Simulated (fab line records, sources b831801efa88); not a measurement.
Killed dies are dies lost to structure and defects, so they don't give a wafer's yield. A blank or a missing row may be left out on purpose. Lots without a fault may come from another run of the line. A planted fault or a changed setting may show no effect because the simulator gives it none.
fab line records | flow sky130
record lots=24 wafers=72 last_day=50
route steps=708 shown VIA2@510 METAL3@536 CAPM@551 CAP2M@607 PAD_OPEN@707
lots that met no fault: from a run of the same line without faults
start_h: hours from the record's first day to the start of the lot's first wafer shown | wait_h: hours since the lot's step before | " the same as in the row above | L1.1+2: a row that stands for several wafers | - no value, or no start given | * or withheld: withheld | < > ~ a bound
route shown NAME@n: a module of which the file shows steps, and the number in the route of the first | usual: mean/standard deviation of fault-free wafers | same: alike in all rows | chamber/n: place in a boat | sites: the reading at each site | _std_site: their standard deviation | _edge_site: outer sites' mean less inner sites' | radius_mm: how far each site lies from the wafer's centre | mask NAME#n: copy n | behind: the tool/chamber that last shaped the wafer | hold: why the lot was held/for how many hours/how that ended | device: the transistor (n, p or np) that didn't switch | end of line: the same wafers' tests at the end of the route | a step without rows: its recipe alone | killed: dies lost to structure and defects at the first sort, not the wafer's yield | map: a wafer's dies, x killed, . not, _ none there
set.NAME: the setting as run; set.NAME@STEP: as run at that earlier step | model.NAME: the simulator's own value behind a step, which no gauge read
steps of the route over a sample of lots; a table a step, a row a wafer
services: from which hour (start_h, from the record's first day; less than 0 if before it) a tool's chamber was out of use, for how many hours, and why
## steps
# step SKY_VIA2_BOW_MEAS_03
# recipe mode=bow
# usual VIA2_BOW=86/6.9
# columns lot.wafer tool chamber start_h wait_h VIA2_BOW[um]
L074.1 film_metro-03 - 803.89 0.2 84
L074.4 " - " " 83
L074.6 " - " " 77
L075.2 film_metro-03 - 824.61 0.2 92
L075.3 " - " " 91
L075.6 " - " " 93
L076.1 film_metro-03 - 827.21 0.2 83
L076.2 " - " " 92
L076.5 " - " " 91
L077.2 film_metro-04 - 836.08 0.1 100
L077.3 " - " " 82
L077.4 " - " " 81
L078.2 film_metro-04 - 866.64 0.1 83
L078.5 " - " " 83
L078.6 " - " " 78
L079.1 film_metro-01 - 873.21 0.1 89
L079.3 " - " " 82
L079.6 " - " " 95
L080.1 film_metro-01 - 875.40 0.2 89
L080.2 " - " " 83
L080.3 " - " " 73
L081.2 film_metro-01 - 877.91 0.2 89
L081.4 " - " " 79
L081.5 " - " " 80
L082.1 film_metro-01 - 880.55 0.2 82
L082.2 " - " " 84
L082.5 " - " " 103
L083.3 film_metro-03 - 889.18 0.2 85
L083.4 " - " " 93
L083.6 " - " " 88
L085.1 film_metro-03 - 896.36 0.2 90
L085.3 " - " " 80
L085.4 " - " " 81
L084.2 film_metro-04 - 902.05 0.2 69
L084.3 " - " " 82
L084.4 " - " " 79
L086.1 film_metro-01 - 905.23 0.2 94
L086.4 " - " " 96
L086.6 " - " " 91
L087.2 film_metro-04 - 913.96 0.2 71
L087.5 " - " " 86
L087.6 " - " " 75
L088.1 film_metro-03 - 920.22 0.2 91
L088.3 " - " " 86
L088.5 " - " " 94
L090.1 film_metro-04 - 948.78 0.1 96
L090.4 " - " " 87
L090.6 " - " " 94
L091.1 film_metro-01 - 953.09 0.2 88
L091.2 " - " " 96
L091.4 " - " " 81
L089.2 film_metro-04 - 957.86 0.1 86
L089.4 " - " " 76
L089.5 " - " " 92
L092.1 film_metro-03 - 957.97 0.2 85
L092.3 " - " " 74
L092.5 " - " " 88
L093.3 film_metro-03 - 959.44 0.1 81
L093.4 " - " " 83
L093.6 " - " " 88
L094.1 film_metro-03 - 979.58 0.1 92
L094.5 " - " " 74
L094.6 " - " " 86
L095.1 film_metro-01 - 986.98 0.1 92
L095.2 " - " " 95
L095.4 " - " " 82
L097.2 film_metro-01 - 987.81 0.1 89
L097.3 " - " " 84
L097.6 " - " " 85
L096.1 film_metro-04 - 992.34 0.1 92
L096.2 " - " " 84
L096.3 " - " " 88
# step SKY_METAL3_SPUTTER_04
# recipe material=TiN target_thk_nm=70 power_w=6500 time_s=58.3 chamber_pressure_pa=0.4
# usual throttle_valve_pct=29.8/0.81
# columns lot.wafer tool chamber start_h wait_h throttle_valve_pct
L074.1 pvd_sputter-01 - 831.20 0.0 30.4
L074.4 " - " " 29.9
L074.6 " - " " 29.8
L075.2 pvd_sputter-04 - 851.59 0.0 29.1
L075.3 " - " " 30.6
L075.6 " - " " 29.4
L076.1 pvd_sputter-01 - 855.40 0.0 30.7
L076.2 " - " " 29.8
L076.5 " - " " 29.9
L077.2 pvd_sputter-04 - 862.55 0.0 29.6
L077.3 " - " " 29.4
L077.4 " - " " 30.3
L078.2 pvd_sputter-01 - 893.94 0.0 29.9
L078.5 " - " " 28.7
L078.6 " - " " 29.6
L079.1 pvd_sputter-04 - 900.53 0.0 28.5
L079.3 " - " " 29.7
L079.6 " - " " 29.9
L080.1 pvd_sputter-01 - 902.90 0.0 29.6
L080.2 " - " " 29.5
L080.3 " - " " 28.8
L081.2 pvd_sputter-02 - 905.48 0.0 30.3
L081.4 " - " " 30.2
L081.5 " - " " 30.1
L082.1 pvd_sputter-01 - 907.09 0.0 29.6
L082.2 " - " " 29.6
L082.5 " - " " 29.0
L083.3 pvd_sputter-02 - 916.24 0.0 29.7
L083.4 " - " " 32.4
L083.6 " - " " 30.1
L085.1 pvd_sputter-01 - 922.89 0.0 28.8
L085.3 " - " " 29.6
L085.4 " - " " 30.4
L084.2 pvd_sputter-01 - 928.38 0.0 29.9
L084.3 " - " " 30.6
L084.4 " - " " 29.4
L086.1 pvd_sputter-02 - 932.28 0.0 32.2
L086.4 " - " " 30.3
L086.6 " - " " 32.1
L087.2 pvd_sputter-04 - 939.51 0.0 29.7
L087.5 " - " " 28.8
L087.6 " - " " 29.2
L088.1 pvd_sputter-04 - 946.71 0.0 28.9
L088.3 " - " " 29.3
L088.5 " - " " 29.3
L090.1 pvd_sputter-04 - 974.70 0.0 30.7
L090.4 " - " " 29.3
L090.6 " - " " 29.0
L091.1 pvd_sputter-04 - 979.29 0.0 29.7
L091.2 " - " " 28.6
L091.4 " - " " 29.2
L089.2 pvd_sputter-01 - 984.77 0.0 29.4
L089.4 " - " " 28.8
L089.5 " - " " 30.6
L092.1 pvd_sputter-04 - 984.95 0.0 30.5
L092.3 " - " " 29.8
L092.5 " - " " 30.7
L093.3 pvd_sputter-01 - 985.82 0.0 29.1
L093.4 " - " " 29.9
L093.6 " - " " 29.6
L094.1 pvd_sputter-04 - 1003.82 0.0 30.7
L094.5 " - " " 29.6
L094.6 " - " " 31.0
L095.1 pvd_sputter-01 - 1011.26 0.0 29.5
L095.2 " - " " 30.2
L095.4 " - " " 28.9
L097.2 pvd_sputter-04 - 1012.11 0.0 29.5
L097.3 " - " " 28.8
L097.6 " - " " 30.6
L096.1 pvd_sputter-02 - 1017.22 0.0 30.2
L096.2 " - " " 32.2
L096.3 " - " " 29.8
# step SKY_CAPM_STRIP_14
# recipe chemistry=O2/N2 power_w=1400 pressure_mtorr=1500 platen_temp_c=withheld o2_flow_sccm=3000 n2_flow_sccm=300 overash_fraction=0.5
# usual drypump_motor_current_A=5.6/0.41 oes_product_au=0.710/0.0047 strip_time_to_endpoint_s=12.64/0.031
# columns lot.wafer tool chamber start_h wait_h drypump_motor_current_A oes_product_au rf_hours_counter_h strip_time_to_endpoint_s
L074.1 plasma_asher-03 1 857.10 0.1 5.7 0.710 101 12.59
L074.4 " 0 " " 5.6 0.710 - 12.67
L074.6 " 1 " " 5.7 0.706 - 12.65
L075.2 plasma_asher-03 0 877.45 0.1 5.5 0.714 103 12.62
L075.3 " 1 " " 5.7 0.712 - 12.62
L075.6 " 0 " " 5.5 0.704 - 12.60
L076.1 plasma_asher-04 0 881.23 0.1 6.1 0.714 15 12.62
L076.2 " 1 " " 6.0 0.711 15 12.63
L076.5 " 0 " " 6.1 0.714 - 12.62
L077.2 plasma_asher-04 0 888.40 0.1 6.1 0.709 15 12.67
L077.3 " 1 " " 6.0 0.709 - 12.63
L077.4 " 0 " " 6.1 0.719 - 12.64
L078.2 plasma_asher-01 1 918.99 0.1 5.3 0.710 47 12.66
L078.5 " 1 " " 5.3 0.714 - 12.68
L078.6 " 0 " " 4.8 0.711 - 12.64
L079.1 plasma_asher-01 0 925.85 0.1 4.8 0.704 48 12.66
L079.3 " 0 " " 4.9 0.709 - 12.57
L079.6 " 1 " " 5.3 0.713 - 12.66
L080.1 plasma_asher-03 1 927.89 0.1 5.8 0.707 108 12.65
L080.2 " 0 " " 5.5 0.707 108 12.63
L080.3 " 1 " " 5.8 0.719 - 12.61
L081.2 plasma_asher-03 0 930.59 0.1 5.5 0.706 108 12.67
L081.4 " 1 " " 5.7 0.712 - 12.63
L081.5 " 0 " " 5.5 0.703 - 12.66
L082.1 plasma_asher-01 1 931.55 0.1 5.3 0.713 49 12.70
L082.2 " 0 " " 4.8 0.711 49 12.64
L082.5 " 0 " " 4.8 0.712 - 12.67
L083.3 plasma_asher-03 1 940.87 0.1 5.7 0.708 - 12.63
L083.4 " 0 " " 5.5 0.713 - 12.63
L083.6 " 0 " " 5.5 0.720 - 12.66
L085.1 plasma_asher-01 1 947.19 0.1 5.3 0.710 51 12.62
L085.3 " 1 " " 5.3 0.704 - 12.63
L085.4 " 0 " " 4.8 0.713 - 12.64
L084.2 plasma_asher-04 1 953.12 0.1 6.0 0.707 20 12.71
L084.3 " 1 " " 6.0 0.709 - 12.64
L084.4 " 0 " " 6.1 0.712 - 12.67
L086.1 plasma_asher-04 1 957.17 0.1 6.0 0.702 20 12.62
L086.4 " 1 " " 6.0 0.717 - 12.60
L086.6 " 1 " " 6.0 0.710 - 12.62
L087.2 plasma_asher-04 1 962.75 0.1 6.0 0.702 21 12.65
L087.5 " 1 " " 6.0 0.715 - 12.72
L087.6 " 0 " " 6.1 0.708 - 12.64
L088.1 plasma_asher-03 0 971.15 0.1 5.5 0.713 113 12.66
L088.3 " 0 " " 5.5 0.708 - 12.67
L088.5 " 0 " " 5.5 0.717 - 12.67
L090.1 plasma_asher-03 1 997.89 0.1 5.7 0.715 115 12.64
L090.4 " 0 " " 5.5 0.707 - 12.63
L090.6 " 0 " " 5.5 0.719 - 12.65
L091.1 plasma_asher-01 0 1002.44 0.1 4.8 0.714 57 12.59
L091.2 " 1 " " 5.3 0.717 57 12.67
L091.4 " 1 " " 5.3 0.712 - 12.60
L089.2 plasma_asher-03 0 1007.65 0.1 5.5 0.707 117 12.66
L089.4 " 0 " " 5.5 0.708 - 12.69
L089.5 " 1 " " 5.7 0.710 - 12.64
L092.1 plasma_asher-03 0 1007.75 0.1 5.5 0.700 117 12.68
L092.3 " 0 " " 5.5 0.713 - 12.67
L092.5 " 1 " " 5.8 0.715 - 12.71
L093.3 plasma_asher-04 1 1008.37 0.1 6.0 0.710 - 12.59
L093.4 " 0 " " 6.1 0.697 - 12.65
L093.6 " 0 " " 6.1 0.707 - 12.67
L094.1 plasma_asher-03 1 1027.40 0.1 5.8 0.704 118 12.67
L094.5 " 0 " " 5.5 0.707 - 12.65
L094.6 " 1 " " 5.8 0.711 - 12.66
L095.1 plasma_asher-01 1 1034.59 0.1 5.3 0.711 60 12.59
L095.2 " 0 " " 4.8 0.709 60 12.56
L095.4 " 0 " " 4.8 0.708 - 12.59
L097.2 plasma_asher-04 0 1034.89 0.1 6.1 0.714 28 12.66
L097.3 " 0 " " 6.1 0.715 - 12.62
L097.6 " 0 " " 6.1 0.716 - 12.66
L096.1 plasma_asher-01 0 1039.43 0.1 4.8 0.706 61 12.63
L096.2 " 1 " " 5.3 0.709 61 12.62
L096.3 " 1 " " 5.3 0.704 - 12.59
# step SKY_CAP2M_THK_MEAS_04
# recipe thk_meas_gauge=xrf reads=TiN_of_CAP2M_SPUTTER_02
# usual CAP2M_TIN_THK=202.3/2.3
# columns lot.wafer tool chamber start_h wait_h CAP2M_TIN_THK[nm]
L074.1 film_metro-03 - 912.15 0.1 204.5
L074.4 " - " " 203.7
L074.6 " - " " 204.2
L075.2 film_metro-03 - 932.45 0.1 204.1
L075.3 " - " " 203.9
L075.6 " - " " 206.2
L076.1 film_metro-02 - 934.61 0.1 199.5
L076.2 " - " " 200.6
L076.5 " - " " 200.8
L077.2 film_metro-02 - 942.12 0.1 201.0
L077.3 " - " " 198.5
L077.4 " - " " 199.2
L078.2 film_metro-02 - 971.74 0.1 200.3
L078.5 " - " " 199.3
L078.6 " - " " 199.6
L079.1 film_metro-01 - 979.74 0.1 200.8
L079.3 " - " " 203.4
L079.6 " - " " 202.3
L080.1 film_metro-02 - 980.85 0.1 203.1
L080.2 " - " " 203.1
L080.3 " - " " 203.7
L081.2 film_metro-01 - 984.54 0.1 202.0
L081.4 " - " " 204.8
L081.5 " - " " 202.1
L082.1 film_metro-03 - 984.66 0.1 202.5
L082.2 " - " " 204.8
L082.5 " - " " 203.2
L083.3 film_metro-01 - 993.19 0.1 202.2
L083.4 " - " " 203.6
L083.6 " - " " 202.6
L085.1 film_metro-03 - 998.48 0.1 202.6
L085.3 " - " " 202.3
L085.4 " - " " 201.9
L084.2 film_metro-01 - 1004.80 0.1 204.7
L084.3 " - " " 203.8
L084.4 " - " " 203.6
L086.1 film_metro-03 - 1008.79 0.1 203.8
L086.4 " - " " 200.9
L086.6 " - " " 202.7
L087.2 film_metro-01 - 1014.73 0.1 204.8
L087.5 " - " " 206.7
L087.6 " - " " 206.8
L088.1 film_metro-02 - 1025.85 0.1 200.2
L088.3 " - " " 196.6
L088.5 " - " " 197.5
L090.1 film_metro-02 - 1045.69 0.1 202.0
L090.4 " - " " 202.6
L090.6 " - " " 200.7
L091.1 film_metro-01 - 1051.38 0.1 200.5
L091.2 " - " " 200.5
L091.4 " - " " 199.9
L089.2 film_metro-01 - 1056.73 0.1 199.9
L089.4 " - " " 200.6
L089.5 " - " " 200.4
L092.1 film_metro-03 - 1057.37 0.1 203.2
L092.3 " - " " 202.4
L092.5 " - " " 205.2
L093.3 film_metro-03 - 1058.39 0.1 203.2
L093.4 " - " " 204.3
L093.6 " - " " 203.4
L094.1 film_metro-02 - 1075.07 0.1 200.5
L094.5 " - " " 202.0
L094.6 " - " " 200.2
L097.2 film_metro-03 - 1080.92 0.1 207.2
L097.3 " - " " 208.1
L097.6 " - " " 208.3
L095.1 film_metro-01 - 1081.91 0.1 203.1
L095.2 " - " " 201.8
L095.4 " - " " 201.5
L096.1 film_metro-02 - 1086.42 0.1 200.2
L096.2 " - " " 200.7
L096.3 " - " " 200.1
# step SKY_CAP2M_METAL_ETCH_13
# recipe target_depth_nm=220 stop_on=SiO2 chemistry=Cl2/BCl3 target=TiN pressure_mtorr=10 icp_w=900 bias_w=48.5 Cl2_flow_sccm=60 bcl3_flow_sccm=30 time_s=62.9
# usual drypump_motor_current_A=5.46/0.28 oes_product_au=0.942/0.006 rf_fwd_power_W=892/3.7 throttle_valve_pct=21.902/0.0091
# columns lot.wafer tool chamber start_h wait_h drypump_motor_current_A oes_product_au rf_fwd_power_W rf_hours_counter_h throttle_valve_pct
L074.1 rie_metal-03 0 936.47 0.0 5.57 0.944 896 18 21.899
L074.4 " 0 " " 5.57 0.943 894 - 21.896
L074.6 " 1 " " 5.28 0.936 890 - 21.893
L075.2 rie_metal-01 1 956.77 0.0 5.78 0.931 891 14 21.908
L075.3 " 1 " " 5.78 0.938 888 - 21.907
L075.6 " 1 " " 5.79 0.947 892 - 21.897
L076.1 rie_metal-01 0 958.80 0.0 5.18 0.943 891 9 21.897
L076.2 " 1 " " 5.81 0.942 890 14 21.893
L076.5 " 0 " " 5.18 0.952 887 - 21.905
L077.2 rie_metal-01 0 965.70 0.0 5.18 0.945 886 9 21.914
L077.3 " 0 " " 5.19 0.936 887 - 21.900
L077.4 " 1 " " 5.77 0.930 893 - 21.902
L078.2 rie_metal-02 0 994.10 0.0 6.00 0.948 895 18 21.892
L078.5 " 0 " " 6.00 0.941 894 - 21.897
L078.6 " 1 " " 5.23 0.941 890 - 21.907
L079.1 rie_metal-02 1 1002.50 0.0 5.20 0.936 894 17 21.902
L079.3 " 1 " " 5.22 0.943 890 - 21.914
L079.6 " 0 " " 6.02 0.940 889 - 21.889
L080.1 rie_metal-03 0 1003.12 0.0 5.57 0.950 900 2 21.890
L080.2 " 1 " " 5.29 0.946 891 17 21.887
L080.3 " 0 " " 5.56 0.960 900 - 21.905
L081.2 rie_metal-03 1 1007.15 0.0 5.31 0.941 897 18 21.901
L081.4 " 1 " " 5.28 0.948 891 - 21.884
L081.5 " 0 " " 5.55 0.943 896 - 21.909
L082.1 rie_metal-01 0 1007.31 0.0 5.18 0.933 888 11 21.901
L082.2 " 1 " " 5.77 0.939 893 16 21.901
L082.5 " 0 " " 5.17 0.944 886 - 21.923
L083.3 rie_metal-02 0 1016.43 0.0 6.01 0.944 889 - 21.900
L083.4 " 1 " " 5.22 0.948 890 - 21.904
L083.6 " 0 " " 5.99 0.940 895 - 21.905
L085.1 rie_metal-03 1 1020.55 0.0 5.29 0.938 893 18 21.894
L085.3 " 1 " " 5.29 0.934 893 - 21.914
L085.4 " 0 " " 5.55 0.945 898 - 21.906
L084.2 rie_metal-03 0 1028.10 0.0 5.57 0.947 898 3 21.900
L084.3 " 0 " " 5.55 0.947 900 - 21.900
L084.4 " 1 " " 5.29 0.947 893 - 21.900
L086.1 rie_metal-01 1 1031.22 0.0 5.76 0.948 888 17 21.911
L086.4 " 0 " " 5.18 0.936 883 - 21.905
L086.6 " 0 " " 5.18 0.943 888 - 21.916
L087.2 rie_metal-03 1 1037.17 0.0 5.31 0.947 891 19 21.893
L087.5 " 0 " " 5.57 0.953 893 - 21.885
L087.6 " 1 " " 5.30 0.950 891 - 21.899
L088.1 rie_metal-02 0 1047.51 0.0 5.99 0.938 890 21 21.901
L088.3 " 0 " " 6.02 0.933 888 - 21.909
L088.5 " 1 " " 5.21 0.936 893 - 21.914
L090.1 rie_metal-02 1 1066.51 0.0 5.22 0.950 890 22 21.900
L090.4 " 1 " " 5.22 0.943 889 - 21.899
L090.6 " 1 " " 5.21 0.941 889 - 21.891
L091.1 rie_metal-02 1 1071.97 0.0 5.22 0.941 894 22 21.915
L091.2 " 1 " " 5.23 0.947 895 - 21.912
L091.4 " 1 " " 5.22 0.946 896 - 21.903
L089.2 rie_metal-02 1 1077.30 0.0 5.22 0.938 892 - 21.909
L089.4 " 1 " " 5.20 0.932 893 - 21.898
L089.5 " 1 " " 5.23 0.939 890 - 21.904
L092.1 rie_metal-03 0 1078.55 0.0 5.57 0.930 898 7 21.918
L092.3 " 0 " " 5.56 0.943 898 - 21.889
L092.5 " 1 " " 5.30 0.949 889 - 21.894
L093.3 rie_metal-03 1 1078.65 0.1 5.33 0.933 885 - 21.911
L093.4 " 0 " " 5.59 0.940 898 - 21.901
L093.6 " 1 " " 5.33 0.946 885 - 21.922
L094.1 rie_metal-02 0 1095.20 0.0 6.01 0.948 890 0 21.921
L094.5 " 0 " " 6.00 0.951 894 - 21.898
L094.6 " 1 " " 5.22 0.947 893 - 21.887
L097.2 rie_metal-02 0 1100.81 0.0 6.02 0.946 891 1 21.887
L097.3 " 0 " " 6.00 0.948 895 - 21.900
L097.6 " 1 " " 5.22 0.945 893 - 21.906
L095.1 rie_metal-03 0 1101.75 0.0 5.57 0.942 901 9 21.895
L095.2 " 1 " " 5.30 0.948 895 24 21.920
L095.4 " 0 " " 5.55 0.939 896 - 21.909
L096.1 rie_metal-03 1 1106.37 0.0 5.32 0.936 888 24 21.915
L096.2 " 0 " " 5.55 0.938 894 9 21.903
L096.3 " 0 " " 5.55 0.936 899 - 21.894
# step SKY_PAD_OPEN_BOW_MEAS_13
# recipe mode=bow
# usual PAD_OPEN_BOW=47/9.5
# columns lot.wafer tool chamber start_h wait_h PAD_OPEN_BOW[um]
L074.1 film_metro-01 - 1058.27 - 36
L074.4 " - " " 38
L074.6 " - " " 29
L075.2 film_metro-02 - 1076.60 - 50
L075.3 " - " " 48
L075.6 " - " " 52
L076.1 film_metro-03 - 1078.78 - 51
L076.2 " - " " 57
L076.5 " - " " 57
L077.2 film_metro-02 - 1085.05 - 59
L077.3 " - " " 41
L077.4 " - " " 40
L078.2 film_metro-03 - 1108.91 - 44
L078.5 " - " " 45
L078.6 " - " " 40
L079.1 film_metro-03 - 1114.91 - 53
L079.3 " - " " 47
L079.6 " - " " 60
L080.1 film_metro-02 - 1117.34 - 61
L080.2 " - " " 53
L080.3 " - " " 44
L081.2 film_metro-01 - 1119.99 - 49
L081.4 " - " " 38
L081.5 " - " " 40
L082.1 film_metro-01 - 1120.43 - 50
L082.2 " - " " 51
L082.5 " - " " 70
L083.3 film_metro-03 - 1128.03 - 47
L083.4 " - " " 54
L083.6 " - " " 50
L085.1 film_metro-01 - 1130.93 - 51
L085.3 " - " " 41
L085.4 " - " " 42
L084.2 film_metro-02 - 1138.52 - 37
L084.3 " - " " 52
L084.4 " - " " 50
L086.1 film_metro-01 - 1140.53 - 61
L086.4 " - " " 60
L086.6 " - " " 56
L087.2 film_metro-01 - 1145.00 - 21
L087.5 " - " " 35
L087.6 " - " " 25
L088.1 film_metro-01 - 1151.69 - 55
L088.3 " - " " 52
L088.5 " - " " 59
L090.1 film_metro-02 - 1169.93 - 53
L090.4 " - " " 46
L090.6 " - " " 50
L091.1 film_metro-03 - 1174.72 - 53
L091.2 " - " " 62
L091.4 " - " " 47
L089.2 film_metro-03 - 1178.70 - 53
L089.4 " - " " 43
L089.5 " - " " 57
L092.1 film_metro-01 - 1179.73 - 37
L092.3 " - " " 29
L092.5 " - " " 41
L093.3 film_metro-02 - 1180.22 - 41
L093.4 " - " " 41
L093.6 " - " " 47
L094.1 film_metro-01 - 1192.98 - 53
L094.5 " - " " 38
L094.6 " - " " 48
L097.2 film_metro-02 - 1197.12 - 45
L097.3 " - " " 40
L097.6 " - " " 42
L095.1 film_metro-03 - 1198.19 - 46
L095.2 " - " " 49
L095.4 " - " " 37
L096.1 film_metro-02 - 1201.41 - 66
L096.2 " - " " 57
L096.3 " - " " 62
## services
# columns tool chamber start_h hours kind
pvd_sputter-02 - 828.11 2.0 repair
plasma_asher-03 - 834.24 7.6 repair
plasma_asher-01 - 856.11 14.6 pm
plasma_asher-03 - 865.08 4.4 repair
rie_metal-02 - 880.37 0.1 repair
pvd_sputter-02 - 880.78 6.8 repair
plasma_asher-01 - 884.01 5.9 repair
pvd_sputter-01 - 886.78 1.3 repair
rie_metal-03 - 911.09 14.6 pm
plasma_asher-04 - 923.37 15.6 pm
pvd_sputter-04 3 931.64 - consumable_replace:kit
pvd_sputter-04 3 931.64 18.0 scheduled_down
pvd_sputter-04 3 931.64 18.0 vent_cycle
rie_metal-03 0 937.24 - clean
rie_metal-03 0 937.24 23.4 scheduled_down
rie_metal-03 0 937.24 23.4 vent_cycle
rie_metal-02 - 957.84 0.3 repair
rie_metal-01 - 976.24 2.8 pm
pvd_sputter-01 2 984.82 - consumable_replace:kit
pvd_sputter-01 - 1008.20 1.7 repair
plasma_asher-03 - 1055.28 9.0 pm
pvd_sputter-01 - 1070.65 1.8 repair
rie_metal-02 - 1088.93 4.3 pm
rie_metal-01 0 1099.74 21.9 repair
## key
fault none
